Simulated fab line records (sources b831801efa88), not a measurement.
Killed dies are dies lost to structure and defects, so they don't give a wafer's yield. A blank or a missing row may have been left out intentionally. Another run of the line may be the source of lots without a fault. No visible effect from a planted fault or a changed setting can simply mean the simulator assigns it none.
Tool commonality check	flow gf180mcu	13 lots, 39 wafers sampled

THE REASON FOR OPENING IT
Of 13 lots, 2 have the reading HV_LDD_RS flagged at GF_HV_LDD_RS_MEAS_53. No-fault wafers: 418.8 ohm/sq, standard deviation 0.92.
Rule: a lot gets a flag if all its wafers with a number sit over 4 standard deviations from that mean, or if no wafer of it has a number. As for the other lots, they are considered sound.

lot	measured	on	HV_LDD_RS (ohm/sq), wafer by wafer	flag
L892	day 13 02:09	film_metro-03	420.3 419.0 419.0	
L893	day 13 05:31	film_metro-03	418.3 418.5 418.3	
L894	day 13 17:58	film_metro-01	418.6 419.5 418.8	
L896	day 14 09:05	film_metro-01	417.9 418.1 417.9	
L898	day 15 00:49	film_metro-03	420.3 419.9 419.9	
L899	day 15 09:24	film_metro-03	418.1 419.0 419.0	
L901	day 16 04:47	film_metro-03	418.8 419.7 420.1	
L904	day 17 01:43	film_metro-01	417.2 416.8 417.3	
L906	day 17 19:40	film_metro-01	418.7 418.1 418.4	
L909	day 18 16:43	film_metro-02	418.6 418.6 418.5	
L910	day 19 04:07	film_metro-01	423.0 422.8 423.3	FLAGGED
L911	day 19 09:07	film_metro-02	423.0 423.0 423.1	FLAGGED
L913	day 19 23:27	film_metro-02	418.7 418.9 418.6	
On average the flagged lots' numbers are 423.0 ohm/sq, which is +4.2 ohm/sq against the usual, or +5 standard deviations.

TOOL THAT RAN EACH LOT
The record holds 1 process step before the reading, out of a route of 602 steps. Every cell lists first the tool, next ch and the chambers used by the sampled wafers, and last the start.
lot	flag	GF_HV_LDD_IMPLANT_36
L892		implanter-01 ch 0, day 12 06:10
L893		implanter-01 ch 0, day 12 09:44
L894		implanter-01 ch 0, day 12 21:43
L896		implanter-01 ch 0, day 13 11:46
L898		implanter-03 ch 0, day 14 03:08
L899		implanter-03 ch 0, day 14 11:08
L901		implanter-02 ch 0, day 15 07:13
L904		implanter-03 ch 0, day 16 03:05
L906		implanter-01 ch 0, day 16 19:01
L909		implanter-03 ch 0, day 17 16:29
L910	FLAGGED	implanter-02 ch 0, day 18 03:13
L911	FLAGGED	implanter-02 ch 0, day 18 07:46
L913		implanter-01 ch 0, day 18 22:23
What is done by these steps:
- GF_HV_LDD_IMPLANT_36
- GF_HV_LDD_RS_MEAS_53: measures by four-point-probe.

FLAGGED AGAINST TOTAL, ONE TOOL AT A TIME (gauges that did the reading follow at the end)
step	tool	lots run	flagged	share of the flagged lots	sound lots run after its first flagged lot
GF_HV_LDD_IMPLANT_36	implanter-01	6	0	none	-
GF_HV_LDD_IMPLANT_36	implanter-02	3	2	all	0
GF_HV_LDD_IMPLANT_36	implanter-03	4	0	none	-
GF_HV_LDD_RS_MEAS_53	film_metro-01	5	1	some	0
GF_HV_LDD_RS_MEAS_53	film_metro-02	3	1	some	1 (L913)
GF_HV_LDD_RS_MEAS_53	film_metro-03	5	0	none	-

THE TABLE: WHAT IT ALLOWS
In the table, 1 row covers all flagged lots: implanter-02 at GF_HV_LDD_IMPLANT_36.
- implanter-02 at GF_HV_LDD_IMPLANT_36 ran 3 lots, 2 of them flagged. A fault beginning between L901 (day 15 07:13), its last sound lot, and L910 (day 18 03:13), its first flagged one, fits the data. Its own readings lie more than 4 standard deviations out on every wafer of the flagged lots: dose_ions_cm2, faraday_current_uA.
Just one tool remains: implanter-02 at GF_HV_LDD_IMPLANT_36.

WHAT WAS PUT IN BY THE SIMULATOR
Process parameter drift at GF_HV_LDD_IMPLANT_36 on implanter-02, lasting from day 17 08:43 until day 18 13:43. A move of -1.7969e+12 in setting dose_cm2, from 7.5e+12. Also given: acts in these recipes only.
Struck lots among those shown: L910, L911. The rule given above showed the same thing.
